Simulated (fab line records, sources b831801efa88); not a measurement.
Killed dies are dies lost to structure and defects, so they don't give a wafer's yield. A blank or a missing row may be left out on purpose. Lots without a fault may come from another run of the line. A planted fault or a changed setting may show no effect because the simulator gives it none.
Split-lot experiment | flow sky130 | 5 lots, 13 wafers read, on a route of 708 steps

THE SPLIT
At SKY_METAL5_METAL_ETCH_15 (etches the open film in Cl2/BCl3, stops on SiO2, target depth 1260 nm, time 252 s), the setting time_s was moved away from the recipe's 252 s on 3 of the 13 wafers read, by -5.0% to +15.0%. The other wafers ran this setting at the recipe's value.

The reading is taken at the split's own step.

THE READING
NOVOLAK_of_METAL5_COAT_09.thk_nm (the simulator's own value, which no gauge read), in nm, at SKY_METAL5_METAL_ETCH_15 (etches the open film in Cl2/BCl3, stops on SiO2, target depth 1260 nm, time 252 s). The file gives no usual value for it. The 10 wafers here that ran the recipe average 1038.4 nm, standard deviation 7.9 nm.

wafer  | tool, chamber at the split | time_s as run, s | against the recipe | NOVOLAK_of_METAL5_COAT_09.thk_nm, nm | against lot-mates on the recipe
L076.2 | rie_metal-01, 1            | 252              | recipe             | 1032                                 | -
L076.4 | rie_metal-01, 0            | 252              | recipe             | 1040                                 | -
L076.5 | rie_metal-01, 0            | 252              | recipe             | 1034                                 | -
L077.5 | rie_metal-04, 1            | 252              | recipe             | 1049                                 | -
L077.6 | rie_metal-04, 0            | 252              | recipe             | 1023                                 | -
L082.1 | rie_metal-01, 1            | 239.4            | -5.0%              | 1085                                 | +44.0
L082.2 | rie_metal-01, 0            | 252              | recipe             | 1041                                 | -
L083.1 | rie_metal-04, 1            | 252              | recipe             | 1052                                 | -
L083.2 | rie_metal-04, 0            | 252              | recipe             | 1038                                 | -
L083.3 | rie_metal-04, 0            | 252              | recipe             | 1035                                 | -
L084.1 | rie_metal-01, 1            | 289.7            | +15.0%             | 924.2                                | -115.8
L084.5 | rie_metal-01, 0            | 289.7            | +15.0%             | 919.9                                | -120.1
L084.6 | rie_metal-01, 1            | 252              | recipe             | 1040                                 | -

THE FIT
A straight line over all 13 wafers: NOVOLAK_of_METAL5_COAT_09.thk_nm changes by -7.9 nm for each +1% of time_s; r = -0.99; the points scatter about the line by 7.8 nm.
The same after taking each lot's own level away (the mean of its wafers on the recipe; 13 wafers): -7.96 nm for each +1%; r = -0.99; scatter 7.2 nm.
On that fit, the largest move of time_s shifts the reading by 1.2e+02 nm.
The lots' own levels span 1035.33 to 1041.67 nm, that is 0.8 times the standard deviation above.
So the lot-to-lot level changes the slope little: the two slopes agree.
Check: with one of the wafers moved furthest among these (+15.0%) left out of the fit, the line predicts -121 nm for it against its lot-mates. It came out at -116 nm against them.

OTHER SPLITS ON THESE WAFERS
These wafers also went through other splits before the reading. Each is held against what the fit with the lots' levels taken away leaves over:
other split on the same wafers       | wafers away from the commonest value | r with NOVOLAK_of_METAL5_COAT_09.thk_nm (lot level and that fit taken away)
SKY_METAL5_DEVELOP_13 develop_time_s | 5                                    | -0.34

THE WHOLE CHAIN: every reading that the file lists as answering this split, in the file's order
step                     | what it does                                                                      | reading                                                                           | change (the file's fit)              | r (the file's)
SKY_METAL5_METAL_ETCH_15 | etches the open film in Cl2/BCl3, stops on SiO2, target depth 1260 nm, time 252 s | NOVOLAK_of_METAL5_COAT_09.thk_nm (the simulator's own value, which no gauge read) | -7.92 nm for each +1% of the setting | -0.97
SKY_METAL5_STRIP_16      | strips in O2/N2                                                                   | strip_time_to_endpoint_s                                                          | withheld for each +1% of the setting | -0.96

THE FILE'S OWN FIT
NOVOLAK_of_METAL5_COAT_09.thk_nm changes by -7.92 nm for each +1% of time_s, r = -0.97.
